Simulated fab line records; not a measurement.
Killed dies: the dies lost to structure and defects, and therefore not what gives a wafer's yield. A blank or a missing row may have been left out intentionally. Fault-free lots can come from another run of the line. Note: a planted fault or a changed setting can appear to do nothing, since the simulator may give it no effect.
fab line records	flow sky130
[record] lots = 12	wafers = 36	last_day = 50
route steps=708 shown FIELD_ISO@28 GATE_OXIDE@188 SD_N@354 LOCAL_INTERCONNECT@399 PAD_OPEN@708
lots with no fault: from the same line, run without faults
start_h: start of the lot's first displayed wafer, in hours after the record's first day	wait_h: time in hours since the lot's previous step	" same as the row above	L1.1+2: a single row standing in for several wafers	- no value, or no start given	* or withheld: withheld	< > ~ a bound
route shown NAME@n: a module of which the file shows steps, and the number in the route of the first	usual: the fault-free wafers' mean and standard deviation	same: alike in all rows	chamber/n: place in a boat	sites: readings site by site	_std_site: how widely they spread, as a standard deviation	_edge_site: outer sites' mean less inner sites'	radius_mm: how far each site lies from the wafer's centre	mask NAME#n: copy n	behind: tool/chamber where the wafer was last shaped	hold: the reason the lot was held/the length of the hold in hours/how it ended	device: the n, p or np transistor that did not switch	end of line: the route-end tests of the same wafers	step lacking rows: just its recipe	killed: dies that structure and defects cost at the first sort, which is not the same as the wafer's yield	map: a wafer's dies, x killed, . not, _ none there
set.NAME: the run value of the setting; set.NAME@STEP: its run value at that earlier step	model.NAME: the simulator's own value behind a step, which no gauge read
one table for each step of the route and one row for each wafer, over a sample of lots
services: a tool's chamber out of use, with start hour (start_h, from the record's first day; less than 0 if before it), hours out, and reason
[[steps]]
[step SKY_FIELD_ISO_CMP_27]
[recipe] stop_on = Si3N4	t_overpolish_s = 16	down_force_psi = 4	platen_rpm = 60	target_thk_nm = 457.8	pad_velocity_m_s = 0.94248
[usual] edge_zone_pressure_frac = 1.001/0.0052	motor_current_A = 12.0/1.2	overpolish_run_s = 15.999/0.0085	time_to_endpoint_s = 112/3.4
lot.wafer	tool	chamber	start_h	wait_h	edge_zone_pressure_frac	motor_current_A	overpolish_run_s	time_to_endpoint_s
L706.2	cmp-01	0	34.52	0.0	1.010	11.1	16.000	117
L706.4	"	1	"	"	1.007	11.9	15.990	112
L706.5	"	1	"	"	1.005	11.7	15.992	109
L709.2	cmp-02	2	48.90	0.1	0.992	11.7	16.009	112
L709.1	"	3	"	"	1.011	12.9	16.011	111
L709.5	"	1	"	"	1.000	11.5	15.999	115
L710.3	cmp-02	0	53.40	0.4	0.997	10.3	16.009	114
L710.5	"	1	"	"	0.997	11.8	16.002	113
L710.6	"	2	"	"	1.007	11.7	16.001	110
L714.2	cmp-02	2	78.54	0.1	1.001	12.1	15.991	117
L714.4	"	3	"	"	1.001	13.5	16.012	118
L714.1	"	0	"	"	0.994	10.1	15.986	121
L716.4	cmp-02	0	85.21	0.0	1.002	10.6	15.998	112
L716.5	"	0	"	"	1.004	10.2	15.995	111
L716.6	"	1	"	"	1.004	12.2	15.994	113
L717.2	cmp-02	3	94.43	0.0	1.005	13.2	15.986	116
L717.3	"	2	"	"	0.996	12.4	15.990	112
L717.6	"	0	"	"	1.003	10.3	15.998	120
L722.1	cmp-02	0	114.98	0.0	0.998	10.2	15.996	113
L722.2	"	2	"	"	0.991	11.7	16.000	115
L722.5	"	1	"	"	0.997	12.1	15.993	117
L723.2	cmp-02	2	121.97	0.0	1.001	12.9	15.984	117
L723.4	"	0	"	"	1.002	9.5	16.000	116
L723.5	"	3	"	"	0.998	13.2	16.007	117
L724.3	cmp-01	3	136.18	0.1	1.012	12.5	16.004	110
L724.4	"	0	"	"	0.998	11.3	16.004	112
L724.5	"	2	"	"	1.004	14.0	16.003	111
L726.4	cmp-02	0	140.90	0.0	1.000	10.2	16.003	110
L726.3	"	1	"	"	1.000	11.8	15.982	112
L726.6	"	0	"	"	1.004	9.4	15.994	111
L725.4	cmp-01	2	140.95	0.1	1.001	13.4	15.999	108
L725.1	"	3	"	"	0.995	12.6	16.017	111
L725.5	"	2	"	"	1.009	13.5	15.994	109
L728.2	cmp-01	2	150.13	0.0	0.998	14.3	16.002	113
L728.3	"	0	"	"	1.003	11.4	16.013	116
L728.4	"	1	"	"	1.012	11.6	15.997	111
[step SKY_GATE_OXIDE_OXIDATION_01]
[recipe] temp_c = 900	ambient = O2	stabilise_s = 600	purge_s = 300	target_thk_a = 102.68	ox_time_s = 1473
[usual] spike_tc_centre_C = 900.9/1.2	spike_tc_top_C = 909/4.3	spike_tc_upper_C = 901.4/1.1	zone_power_centre_pct = 21.1/1.1	zone_power_upper_pct = 20.5/0.41
[same] ox_time_s = 1473
lot.wafer	tool	chamber	start_h	wait_h	spike_tc_centre_C	spike_tc_top_C	spike_tc_upper_C	zone_power_centre_pct	zone_power_upper_pct
L706.2	furnace-02	0	277.72	0.0	900.6	914	901.1	21.9	20.1
L706.4	"	0	"	"	900.1	915	901.1	22.2	20.3
L706.5	"	0	"	"	900.5	913	900.8	22.4	20.1
L709.1	furnace-02	0	298.30	0.2	899.4	915	901.0	22.5	20.2
L709.2	"	0	"	"	901.0	915	899.5	22.7	19.8
L709.5	"	0	"	"	900.1	914	901.0	22.4	19.8
L710.3	furnace-02	0	314.50	1.0	899.6	913	902.4	22.3	20.1
L710.5	"	0	"	"	899.7	914	901.3	22.5	20.0
L710.6	"	0	"	"	899.7	914	902.0	22.4	20.5
L714.1	furnace-01	0	348.23	2.4	899.9	905	899.0	20.3	20.8
L714.2	"	0	"	"	902.8	905	900.9	20.1	21.1
L714.4	"	0	"	"	900.8	905	902.1	20.4	20.8
L716.4	furnace-02	0	389.55	2.1	900.9	915	900.0	22.2	20.0
L716.5	"	0	"	"	898.8	913	900.9	22.3	20.1
L716.6	"	0	"	"	900.9	915	899.7	22.8	20.0
L717.2	furnace-02	0	389.55	1.9	901.8	913	901.4	22.3	20.4
L717.3	"	0	"	"	900.0	914	901.0	22.7	20.1
L717.6	"	0	"	"	901.9	914	901.1	22.3	20.0
L722.1	furnace-02	0	402.87	0.0	920.3	914	899.6	31.7	15.9
L722.2	"	0	"	"	922.4	915	896.9	31.4	15.6
L722.5	"	0	"	"	921.8	916	897.7	32.1	15.7
L723.2	furnace-02	0	426.44	1.1	921.3	914	897.6	31.4	15.6
L723.4	"	0	"	"	920.8	913	897.3	30.9	15.8
L723.5	"	0	"	"	921.4	914	898.2	31.6	15.7
L724.3	furnace-01	0	448.40	0.0	901.9	905	900.2	20.5	20.6
L724.4	"	0	"	"	902.7	907	903.4	20.3	20.6
L724.5	"	0	"	"	900.5	905	902.0	20.2	20.6
L725.1	furnace-01	0	450.84	0.0	900.7	906	900.7	20.1	20.8
L725.4	"	0	"	"	901.2	906	900.8	20.3	20.4
L725.5	"	0	"	"	900.6	906	901.8	20.1	21.0
L726.3	furnace-01	0	452.47	0.0	901.9	907	902.1	20.3	20.8
L726.4	"	0	"	"	902.1	905	902.2	20.1	20.6
L726.6	"	0	"	"	900.9	905	902.4	20.1	20.8
L728.2	furnace-01	0	466.80	0.0	901.4	905	902.7	20.0	20.8
L728.3	"	0	"	"	901.1	903	901.6	19.9	20.7
L728.4	"	0	"	"	901.6	905	902.3	20.3	20.5
[step SKY_GATE_OXIDE_THK_MEAS_02]
[recipe] reads = SiO2_of_GATE_OXIDE_OXIDATION_01
[usual] GATE_OXIDE_OXIDATION_00_THK = 10.19/0.2
lot.wafer	tool	chamber	start_h	wait_h	GATE_OXIDE_OXIDATION_00_THK[nm]
L706.2	film_metro-02	-	279.14	0.0	10.06
L706.4	"	-	"	"	10.12
L706.5	"	-	"	"	10.04
L709.1	film_metro-02	-	299.71	0.0	10.14
L709.2	"	-	"	"	10.14
L709.5	"	-	"	"	9.97
L710.3	film_metro-02	-	315.93	0.0	10.23
L710.5	"	-	"	"	10.22
L710.6	"	-	"	"	10.21
L714.1	film_metro-01	-	349.64	0.0	10.24
L714.2	"	-	"	"	10.36
L714.4	"	-	"	"	10.17
L717.2	film_metro-02	-	390.97	0.0	10.34
L717.3	"	-	"	"	10.21
L717.6	"	-	"	"	10.21
L716.4	film_metro-01	-	390.99	0.0	9.99
L716.5	"	-	"	"	9.93
L716.6	"	-	"	"	10.03
L722.1	film_metro-01	-	404.28	0.0	11.21
L722.2	"	-	"	"	11.13
L722.5	"	-	"	"	11.19
L723.2	film_metro-04	-	427.85	0.0	10.42
L723.4	"	-	"	"	10.77
L723.5	"	-	"	"	10.72
L724.3	film_metro-02	-	449.83	0.0	10.61
L724.4	"	-	"	"	10.61
L724.5	"	-	"	"	10.47
L725.1	film_metro-01	-	452.25	0.0	10.27
L725.4	"	-	"	"	10.36
L725.5	"	-	"	"	10.12
L726.3	film_metro-02	-	453.90	0.0	10.51
L726.4	"	-	"	"	10.27
L726.6	"	-	"	"	10.33
L728.2	film_metro-04	-	468.22	0.0	10.30
L728.3	"	-	"	"	10.26
L728.4	"	-	"	"	10.45
[step SKY_SD_N_TW_MEAS_12]
[usual] SD_N_TW = 3986/25
lot.wafer	tool	chamber	start_h	wait_h	SD_N_TW
L706.2	film_metro-03	-	640.77	0.1	4028
L706.4	"	-	"	"	4006
L706.5	"	-	"	"	4014
L709.1	film_metro-01	-	664.41	0.1	3995
L709.2	"	-	"	"	3994
L709.5	"	-	"	"	4000
L710.3	film_metro-04	-	682.12	0.1	3991
L710.5	"	-	"	"	3982
L710.6	"	-	"	"	4012
L714.1	film_metro-04	-	712.71	0.1	4046
L714.2	"	-	"	"	4012
L714.4	"	-	"	"	4033
L717.2	film_metro-01	-	756.67	0.1	3998
L717.3	"	-	"	"	4008
L717.6	"	-	"	"	4012
L716.4	film_metro-03	-	758.44	0.1	4016
L716.5	"	-	"	"	4011
L716.6	"	-	"	"	4024
L722.1	film_metro-01	-	772.26	0.1	3977
L722.2	"	-	"	"	3968
L722.5	"	-	"	"	3985
L723.2	film_metro-01	-	786.77	0.1	3982
L723.4	"	-	"	"	3985
L723.5	"	-	"	"	3987
L724.3	film_metro-04	-	807.48	0.1	3966
L724.4	"	-	"	"	3990
L724.5	"	-	"	"	3987
L725.1	film_metro-03	-	809.61	0.1	3961
L725.4	"	-	"	"	3952
L725.5	"	-	"	"	3967
L726.3	film_metro-04	-	813.89	0.1	3963
L726.4	"	-	"	"	3968
L726.6	"	-	"	"	3934
L728.2	film_metro-03	-	824.57	0.1	3972
L728.3	"	-	"	"	4003
L728.4	"	-	"	"	4000
[step SKY_LOCAL_INTERCONNECT_OVL_MEAS_12]
[usual] LOCAL_INTERCONNECT_OVL = 1/6.3
lot.wafer	tool	chamber	start_h	wait_h	LOCAL_INTERCONNECT_OVL[nm]
L706.2	overlay-02	-	698.92	0.1	2
L706.4	"	-	"	"	0
L706.5	"	-	"	"	-1
L709.1	overlay-02	-	722.07	0.1	-13
L709.2	"	-	"	"	-4
L709.5	"	-	"	"	-16
L710.3	overlay-01	-	740.98	0.1	2
L710.5	"	-	"	"	4
L710.6	"	-	"	"	-1
L714.1	overlay-01	-	770.57	0.1	10
L714.2	"	-	"	"	7
L714.4	"	-	"	"	2
L717.2	overlay-01	-	812.98	0.1	5
L717.3	"	-	"	"	-1
L717.6	"	-	"	"	5
L716.4	overlay-02	-	815.59	0.1	0
L716.5	"	-	"	"	-3
L716.6	"	-	"	"	-9
L722.1	overlay-02	-	827.47	0.1	-7
L722.2	"	-	"	"	-5
L722.5	"	-	"	"	-3
L723.2	overlay-02	-	841.58	0.1	9
L723.4	"	-	"	"	4
L723.5	"	-	"	"	2
L724.3	overlay-02	-	862.13	0.1	4
L724.4	"	-	"	"	-1
L724.5	"	-	"	"	7
L725.1	overlay-01	-	866.02	0.1	2
L725.4	"	-	"	"	-3
L725.5	"	-	"	"	-2
L726.3	overlay-01	-	868.03	0.1	2
L726.4	"	-	"	"	0
L726.6	"	-	"	"	-5
L728.2	overlay-01	-	880.13	0.1	7
L728.3	"	-	"	"	10
L728.4	"	-	"	"	5
[step SKY_PAD_OPEN_PROBE_99]
[usual] killed_at_M0_to_M3 = 43/6.7	killed_at_M4_up = 3.2/1.8	killed_at_contacts = 25/5.2	killed_at_front_end = 15/4.4	killed_at_other = 0.2/0.4	killed_dies = 87/9.3	killed_on_rim = 17/4	killed_open = 48/7.1	killed_short = 39/6
[same] gross_dies = 492	killed_at_back_side = 0
lot.wafer	tool	chamber	start_h	wait_h	killed_at_M0_to_M3	killed_at_M4_up	killed_at_contacts	killed_at_front_end	killed_at_other	killed_dies	killed_on_rim	killed_open	killed_short
L714.1	prober-01	-	1122.77	0.1	46	4	29	10	0	89	19	57	32
L714.2	prober-01	-	1122.82	0.1	40	5	26	17	0	88	13	54	34
L714.4	prober-01	-	1122.92	0.2	35	6	26	22	0	89	23	53	36
L717.2	prober-01	-	1152.47	0.1	34	2	34	10	0	80	20	42	38
L717.3	prober-01	-	1152.52	0.2	44	4	23	7	0	78	9	42	36
L717.6	prober-01	-	1152.67	0.2	41	5	28	11	0	85	14	45	40
L716.4	prober-02	-	1158.76	0.2	50	3	16	9	0	78	17	43	35
L716.5	prober-02	-	1158.81	0.2	40	2	19	13	0	74	10	38	36
L716.6	prober-02	-	1158.86	0.2	45	7	19	18	0	89	14	41	48
L722.1	prober-01	-	1165.50	0.1	41	3	20	16	0	80	10	42	38
L722.2	prober-01	-	1165.55	0.1	54	2	18	20	0	94	16	47	47
L722.5	prober-01	-	1165.70	0.2	39	3	26	24	0	92	18	52	40
L728.2	prober-01	-	1199.97	0.1	46	1	32	15	0	94	21	61	33
L728.3	prober-01	-	1200.02	0.2	39	4	38	12	0	93	19	51	42
L728.4	prober-01	-	1200.07	0.2	40	2	18	12	0	72	14	39	33
// killed by level:class
L714.1 LI_CONTACT:geometric_particle:open=15 CONTACT:geometric_particle:open=9 VIA3:geometric_particle:open=9 VIA1:geometric_particle:open=8 METAL2:geometric_particle:short=7 VIA2:geometric_particle:open=6 METAL1:geometric_particle:short=6 VIA2:geometric_particle:short=3
L714.2 CONTACT:geometric_particle:open=14 LI_CONTACT:geometric_particle:open=7 METAL1:geometric_particle:short=7 FIELD_ISO:geometric_particle:open=6 VIA2:geometric_particle:open=6 VIA1:geometric_particle:short=5 VIA1:geometric_particle:open=5 VIA3:geometric_particle:open=5
L714.4 VIA1:geometric_particle:open=12 CONTACT:geometric_particle:open=10 VIA3:geometric_particle:open=7 METAL2:geometric_particle:short=7 FIELD_ISO:geometric_particle:short=6 FIELD_ISO:geometric_particle:open=5 POLY_GATE:geometric_particle:short=5 LI_CONTACT:geometric_particle:open=5
L717.2 LI_CONTACT:geometric_particle:open=11 CONTACT:geometric_particle:open=8 VIA2:geometric_particle:open=8 VIA3:geometric_particle:open=6 LI_CONTACT:geometric_particle:short=5 LOCAL_INTERCONNECT:geometric_particle:short=5 CONTACT:geometric_particle:short=5 METAL1:geometric_particle:short=5
L717.3 VIA1:geometric_particle:open=14 METAL1:geometric_particle:short=8 LI_CONTACT:geometric_particle:open=7 VIA2:geometric_particle:open=7 CONTACT:geometric_particle:open=5 CONTACT:geometric_particle:short=5 METAL3:geometric_particle:short=4 LI_CONTACT:geometric_particle:short=4
L717.6 LI_CONTACT:geometric_particle:open=11 VIA1:geometric_particle:open=7 VIA2:geometric_particle:open=7 VIA3:geometric_particle:open=7 CONTACT:geometric_particle:short=6 POLY_GATE:geometric_particle:open=5 CONTACT:geometric_particle:open=5 METAL1:geometric_particle:short=5
L716.4 VIA3:geometric_particle:open=9 VIA1:geometric_particle:open=8 METAL2:geometric_particle:short=8 VIA2:geometric_particle:open=6 VIA1:geometric_particle:short=6 CONTACT:geometric_particle:open=5 LI_CONTACT:geometric_particle:open=5 METAL1:geometric_particle:short=5
L716.5 CONTACT:geometric_particle:open=9 METAL2:geometric_particle:short=9 METAL1:geometric_particle:short=7 VIA3:geometric_particle:open=7 VIA2:geometric_particle:open=6 VIA1:geometric_particle:open=5 FIELD_ISO:geometric_particle:open=4 CONTACT:geometric_particle:short=4
L716.6 VIA1:geometric_particle:open=12 FIELD_ISO:geometric_particle:short=7 LI_CONTACT:geometric_particle:open=7 VIA3:geometric_particle:open=7 METAL2:geometric_particle:short=6 METAL4:geometric_particle:short=5 VIA3:geometric_particle:short=5 LOCAL_INTERCONNECT:geometric_particle:short=4
L722.1 VIA1:geometric_particle:open=13 LOCAL_INTERCONNECT:geometric_particle:short=5 CONTACT:geometric_particle:open=5 VIA2:geometric_particle:open=5 VIA1:geometric_particle:short=4 CONTACT:geometric_particle:short=4 METAL3:geometric_particle:short=4 FIELD_ISO:geometric_particle:open=3
L722.2 VIA1:geometric_particle:open=13 METAL1:geometric_particle:short=9 VIA2:geometric_particle:open=8 VIA3:geometric_particle:open=7 POLY_GATE:geometric_particle:open=5 CONTACT:geometric_particle:open=5 CONTACT:geometric_particle:short=5 VIA1:geometric_particle:short=5
L722.5 VIA1:geometric_particle:open=13 CONTACT:geometric_particle:open=11 FIELD_ISO:geometric_particle:open=7 LI_CONTACT:geometric_particle:open=7 LOCAL_INTERCONNECT:geometric_particle:short=5 VIA1:geometric_particle:short=5 FIELD_ISO:geometric_particle:short=4 POLY_GATE:geometric_particle:open=4
L728.2 LI_CONTACT:geometric_particle:open=13 VIA1:geometric_particle:open=12 CONTACT:geometric_particle:open=8 VIA2:geometric_particle:open=6 VIA3:geometric_particle:open=6 FIELD_ISO:geometric_particle:open=5 CONTACT:geometric_particle:short=5 VIA1:geometric_particle:short=5
L728.3 LI_CONTACT:geometric_particle:open=11 VIA1:geometric_particle:open=10 LOCAL_INTERCONNECT:geometric_particle:short=8 CONTACT:geometric_particle:open=8 VIA2:geometric_particle:open=8 VIA3:geometric_particle:open=8 CONTACT:geometric_particle:short=7 METAL1:geometric_particle:short=6
L728.4 VIA1:geometric_particle:open=10 CONTACT:geometric_particle:open=8 VIA1:geometric_particle:short=7 POLY_GATE:geometric_particle:open=5 METAL1:geometric_particle:short=5 VIA2:geometric_particle:open=5 SPACER:geometric_particle:short=4 LI_CONTACT:geometric_particle:open=4
[[services]]
tool	chamber	start_h	hours	kind
cmp-01	-	18.14	3.2	pm
cmp-02	-	19.32	0.2	repair
cmp-02	-	31.32	14.4	pm
cmp-01	-	46.60	10.0	repair
furnace-02	-	54.20	3.3	pm
furnace-01	-	62.95	2.7	pm
cmp-01	-	64.00	4.0	pm
furnace-01	-	66.99	2.9	pm
furnace-02	-	152.16	3.8	pm
furnace-01	-	170.66	4.4	repair
cmp-02	-	212.17	0.3	repair
cmp-01	-	220.76	2.7	repair
cmp-02	-	232.00	4.0	pm
furnace-01	-	234.15	4.4	pm
cmp-02	-	236.00	-	consumable_replace:conditioner
cmp-02	-	236.00	-	consumable_replace:pad
cmp-02	-	277.00	6.2	pm
furnace-02	-	335.85	4.4	pm
cmp-01	-	387.14	8.0	pm
furnace-01	-	402.94	3.5	pm
cmp-01	-	404.00	4.0	pm
cmp-02	-	420.27	0.8	repair
furnace-01	-	437.97	1.5	pm
cmp-01	-	460.97	3.3	repair
[[key]]
[first_sign] step = SKY_GATE_OXIDE_OXIDATION_01	reading = spike_tc_centre_C	direction = up	sigmas = 18	usual = 900.9	struck = 921.3
[effect] step = SKY_GATE_OXIDE_OXIDATION_01	reading = zone_power_upper_pct	direction = down	sigmas = 12	usual = 20.5	struck = 15.7
[effect] step = SKY_GATE_OXIDE_THK_MEAS_02	reading = GATE_OXIDE_OXIDATION_00_THK	direction = up	sigmas = 3.7	usual = 10.19	struck = 10.91	wafers_moved = 5
met_at SKY_GATE_OXIDE_OXIDATION_01
struck_lots L722,L723
tester_left_out L722,L723
not_acting_at SKY_FIELD_ISO_CMP_27,SKY_SD_N_TW_MEAS_12,SKY_LOCAL_INTERCONNECT_OVL_MEAS_12
onset_between 389.55 402.87
[fault] kind = process_parameter_drift	tool = furnace-02	chamber = -	onset_h = 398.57	steps = SKY_GATE_OXIDE_OXIDATION_01	channel = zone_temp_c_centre	offset = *	shape = step	end_h = 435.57
// tester_left_out: of these lots the tester's yield and bins aren't shown, on N5 and GAA mostly nor the transistor test; their killed dies are dies lost to structure and defects alone, not to doping, threshold or leakage, so they don't give the yield
